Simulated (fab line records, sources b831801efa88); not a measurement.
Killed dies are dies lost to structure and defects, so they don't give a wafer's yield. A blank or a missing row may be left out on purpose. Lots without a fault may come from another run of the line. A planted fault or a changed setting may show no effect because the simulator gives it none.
Which tool did it? | flow sky130 | 10 lots, 30 wafers sampled, at 5 steps of a route of 708

WHAT THE GAUGES READ, wafer by wafer
SKY_RES_XHIGH_TW_MEAS_09.
lot  | measured     | on            | RES_XHIGH_TW
L620 | day 26 11:11 | film_metro-04 | 1640 1643 1643
L622 | day 27 18:36 | film_metro-02 | 1629 1640 1625
L623 | day 27 18:08 | film_metro-02 | 1636 1636 1635
L625 | day 28 08:30 | film_metro-03 | 1616 1616 1616
L630 | day 30 06:05 | film_metro-02 | 1626 1625 1625
L632 | day 30 22:23 | film_metro-02 | 1628 1621 1623
L633 | day 32 20:50 | film_metro-04 | 2011 2016 2021
L638 | day 32 21:22 | film_metro-04 | 1640 1638 1641
L640 | day 33 14:18 | film_metro-02 | 1993 1991 1991
L643 | day 34 20:21 | film_metro-02 | 2004 1994 2005

WHICH TOOL RAN EACH LOT (tool, then ch and the chambers of the sampled wafers, then the start)
lot  | SKY_LDD_LDN_STRIP_12                 | SKY_POLY_CUT_ETCH_10               | SKY_RES_XHIGH_IMPLANT_07        | SKY_RES_XHIGH_STRIP_08
L620 | plasma_asher-01 ch 0,1, day 22 15:58 | rie_diel-02 ch 0,1,2, day 24 00:17 | implanter-04 ch 0, day 26 10:57 | plasma_asher-03 ch 0,1, day 26 11:05
L622 | plasma_asher-02 ch 0,1, day 23 13:19 | rie_diel-04 ch 0,3, day 25 08:19   | implanter-04 ch 0, day 27 18:21 | plasma_asher-03 ch 0,1, day 27 18:30
L623 | plasma_asher-04 ch 0,1, day 23 21:59 | rie_diel-04 ch 2,3, day 25 07:44   | implanter-01 ch 0, day 27 17:54 | plasma_asher-01 ch 0,1, day 27 18:02
L625 | plasma_asher-04 ch 0,1, day 24 16:43 | rie_diel-04 ch 1,2, day 25 23:17   | implanter-02 ch 0, day 28 08:15 | plasma_asher-02 ch 0,1, day 28 08:24
L630 | plasma_asher-02 ch 0,1, day 26 11:56 | rie_diel-04 ch 0,3, day 27 20:05   | implanter-04 ch 0, day 30 05:50 | plasma_asher-02 ch 0,1, day 30 05:59
L632 | plasma_asher-02 ch 0,1, day 27 08:55 | rie_diel-01 ch 0,1, day 28 14:50   | implanter-02 ch 0, day 30 22:08 | plasma_asher-03 ch 0,1, day 30 22:17
L633 | plasma_asher-01 ch 0,1, day 29 05:08 | rie_diel-01 ch 0,2,3, day 30 12:32 | implanter-01 ch 0, day 32 20:17 | plasma_asher-03 ch 0,1, day 32 20:43
L638 | plasma_asher-01 ch 0,1, day 29 06:42 | rie_diel-04 ch 1,2,3, day 30 12:53 | implanter-04 ch 0, day 32 21:09 | plasma_asher-02 ch 0,1, day 32 21:16
L640 | plasma_asher-01 ch 0, day 30 01:56   | rie_diel-02 ch 2,3, day 31 07:05   | implanter-02 ch 0, day 33 13:44 | plasma_asher-01 ch 0,1, day 33 14:12
L643 | plasma_asher-04 ch 0,1, day 31 09:31 | rie_diel-01 ch 0,2, day 32 15:27   | implanter-04 ch 0, day 34 19:47 | plasma_asher-03 ch 0,1, day 34 20:15
- SKY_LDD_LDN_STRIP_12: strips in O2/N2.
- SKY_POLY_CUT_ETCH_10: etches BARC in N2/H2, stops on SiO2, time 45.9 s, target depth 60 nm.
- SKY_RES_XHIGH_IMPLANT_07
- SKY_RES_XHIGH_STRIP_08: strips in O2/N2.

THE ANSWER, worked out from the rows above alone
Rule: what is usual is taken from the lots themselves. Put in order of their means at a reading, lots are off if they are a third of the lots or fewer, leave a main group of 4 or more, and stand apart from it by a gap of 3 or more times the standard deviation of the main group's means; of several such gaps the widest counts. A main group whose means are all the same, to the digits that the tables above print for the reading, isn't used. A lot without any number at a reading at which 4 lots or more have one is off too. The other lots that the step has rows for count as sound.
Off: L633, L640, L643, at SKY_RES_XHIGH_TW_MEAS_09 (RES_XHIGH_TW). The main group: mean 1631, standard deviation 8.6.
A tool fits if, at a process step before that reading, it ran every lot that is off, and no sound lot after the first of them. The gauges at SKY_RES_XHIGH_TW_MEAS_09 are tried like those tools. None of those tried fits.

WHAT THE SIMULATOR HAD PUT IN
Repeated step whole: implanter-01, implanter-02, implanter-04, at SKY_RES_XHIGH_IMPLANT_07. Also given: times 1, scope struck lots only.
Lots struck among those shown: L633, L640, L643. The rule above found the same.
